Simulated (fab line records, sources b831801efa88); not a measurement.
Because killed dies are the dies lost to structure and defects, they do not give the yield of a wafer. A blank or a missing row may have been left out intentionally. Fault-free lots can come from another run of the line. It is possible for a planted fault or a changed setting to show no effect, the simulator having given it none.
A struck lot beside a sound one	flow sky130	36 steps out of a route of 708
Sound: wafers L830.2, L830.5, L830.6. Wafers L819.1, L819.2, L819.5 were the ones struck. The cause comes at the end.
Per side, at each step with rows, come the tool, then ch with its chambers, and then its first start. Under that, the readings that differ: sound wafers	struck wafers	difference of the means	sigmas: that difference in standard deviations of wafers without a fault.
alike: a reading whose means differ by less than 2 such deviations, as well as words and numbers matching on both sides. not compared: withheld readings; readings where some wafer has no value; bounds like >300 that might hide an equal value; numbers whose values overlap and for which the record gives no deviation.
The two part at a step that has a row with sigmas, a row that says differs or no value, or rows on one side only. Numbers that don't overlap but have no deviation are shown without sigmas and don't part them. A reading that every wafer of one side lacks parts them only if that side has two wafers or more.

first, 10 steps without rows for these wafers: SKY_GATE_OXIDE_COAT_05 (resist thk 1140 nm); SKY_GATE_OXIDE_SOFTBAKE_06 (time 60 s); SKY_GATE_OXIDE_EXPOSE_07 (exposes mask LVOM, target cd 600 nm); SKY_GATE_OXIDE_PEB_08; SKY_GATE_OXIDE_DEVELOP_09 (develop time 60 s); SKY_GATE_OXIDE_IMPLANT_11; SKY_GATE_OXIDE_WET_ETCH_12 (etches SiO2 in dHF, target depth 16.8 nm, time 336 s); SKY_GATE_OXIDE_STRIP_13 (strips in O2/N2); SKY_GATE_OXIDE_CLEAN_15 (cleans in SC1/SC2, time 150 s); SKY_GATE_OXIDE_OXIDATION_16 (stabilise 600 s, purge 300 s, target thk 3.57 nm).
SKY_POLY_GATE_CVD_00: deposits poly-Si, target thk 180 nm, time 720 s.
  sound on lpcvd-01 ch 1, day 20 17:20; struck on lpcvd-01 ch 0, day 16 10:57
reading	sound	struck	difference	sigmas
spikeTcCentreC (C)	623.6 622.4 622.3	616.6 617.7 617.2	-5.6	-6
spikeTcLowerC (C)	620.7 618.4 619.6	614.3 614.2 615.8	-4.8	-5
susceptorTempC (C)	620.3 620.3 619.9	614.4 614.8 614.1	-5.7	-19
model.poly-Si_of_POLY_GATE_CVD_00.thkNm (nm)	183 182.8 181.8	158 159.3 159.3	-24	
  alike: spikeTcUpperC
SKY_POLY_GATE_THK_MEAS_01:
  struck on filmMetro-01, day 16 12:09; sound on filmMetro-02, day 20 18:32
reading	sound	struck	difference	sigmas
POLY_GATE_CVD_00_THK (nm)	183.1 182.9 181.7	158.0 159.3 159.3	-23.7	-13
then, 9 steps without rows for these wafers: SKY_RES_PROTECT_DEHYDRATE_00 (time 60 s); SKY_RES_PROTECT_HMDS_01 (prime time 60 s); SKY_RES_PROTECT_COAT_02 (resist thk 1140 nm); SKY_RES_PROTECT_SOFTBAKE_03 (time 60 s); SKY_RES_PROTECT_EXPOSE_04 (exposes mask RPM, target cd 1270 nm); SKY_RES_PROTECT_PEB_05; SKY_RES_PROTECT_DEVELOP_06 (develop time 60 s); SKY_POLY_GATE_IMPLANT_02; SKY_RES_PROTECT_STRIP_07 (strips in O2/N2).
SKY_RES_PROTECT_CLEAN_09: cleans in SC1/SC2, time 150 s.
  sound on wetBench-01 ch 2, day 22 01:09; struck on wetBench-04 ch 3, day 17 16:12
reading	sound	struck	difference	sigmas
model.poly-Si_of_POLY_GATE_CVD_00.thkNm (nm)	182.4 182.2 181.1	157.4 158.7 158.7	-23.6	
then, 11 steps without rows for these wafers: SKY_POLY_GATE_CVD_03 (deposits Si3N4 from DCS/NH3, target thk 75 nm, time 1290 s); SKY_POLY_GATE_DEHYDRATE_05 (time 60 s); SKY_POLY_GATE_HMDS_06 (prime time 60 s); SKY_POLY_GATE_COAT_07 (resist thk 110 nm); SKY_POLY_GATE_COAT_08 (resist thk 450 nm); SKY_POLY_GATE_SOFTBAKE_09 (time 90 s); SKY_POLY_GATE_EXPOSE_10 (exposes mask P1M, target cd 150 nm); SKY_POLY_GATE_PEB_11; SKY_POLY_GATE_DEVELOP_12 (develop time 60 s); SKY_POLY_GATE_ETCH_15 (etches BARC in N2/H2, stops on SiO2, time 118.5 s, target depth 110 nm); SKY_POLY_GATE_ETCH_16 (etches Si3N4 in CH3F/O2, stops on poly-Si, time 147.5 s, target depth 75 nm).
SKY_POLY_GATE_ETCH_17: etches poly-Si in HBr/Cl2, stops on SiO2, target depth 180 nm, time 70.5 s.
  sound on rieSi-01 ch 2,3, day 23 09:11; struck on rieSi-02 ch 2,3, day 19 00:18
reading	sound	struck	difference	sigmas
oesProductAu (a.u.)	0.997 0.992 0.986	0.904 0.918 0.916	-0.079	-10
model.etch.depthNm (nm)	181.7 181.4 178.3	157.4 158.7 158.7	-22.2	
model.POLY_GATE.featureDepthNm (nm)	181.7 181.4 178.3	157.4 158.7 158.7	-22.2	
  alike: HBr_flow_sccm, drypumpMotorCurrentA, heBacksideLeakSccm, rfFwdPowerW, throttleValvePct
  not compared: rfHoursCounterH
then, 1 step without rows for these wafers: SKY_POLY_GATE_STRIP_18 (strips in O2/N2).
-- a jump in the record: the struck wafers' starts before and after are 29 days apart (it breaks off in module POLY_GATE and resumes in module PAD_OPEN, where the first step shown is number 708 of the route) --
SKY_PAD_OPEN_PROBE_99:
  struck on prober-01, day 47 18:10; sound on prober-01, day 50 08:56
reading	sound	struck	difference	sigmas
model.etest.resHighPo.lineOhmUm	734.6 739.6 760.3	829.4 841.6 820.4	+85.6	
model.etest.resHighPo.rsOhmSq	255.3 262.4 259.7	292.7 289.7 295.9	+33.6	
model.etest.resPoly.rsOhmSq	47.44 48.17 47.85	54.25 53.39 54.24	+6.14	
model.etest.capLiToPoly.cAfUm2	100.2 100.5 99.94	96.38 93.64 92.63	-6.00	
  alike: killed_at_M0_to_M3, killed_at_M4_up, killedAtContacts, killedAtFrontEnd, killedAtOther, killedDies, killedOnRim, killedOpen, killedShort
  not compared: model.etest.resPoly.lineOhmUm

## WHERE THEY PART
Last at SKY_POLY_GATE_ETCH_17 as far as this record goes, first at SKY_POLY_GATE_CVD_00. Later steps at which nothing parts them and some readings are alike: SKY_PAD_OPEN_PROBE_99.

WHY: whatever the simulator had introduced
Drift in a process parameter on lpcvd-01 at SKY_POLY_GATE_CVD_00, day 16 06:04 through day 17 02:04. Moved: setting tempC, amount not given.
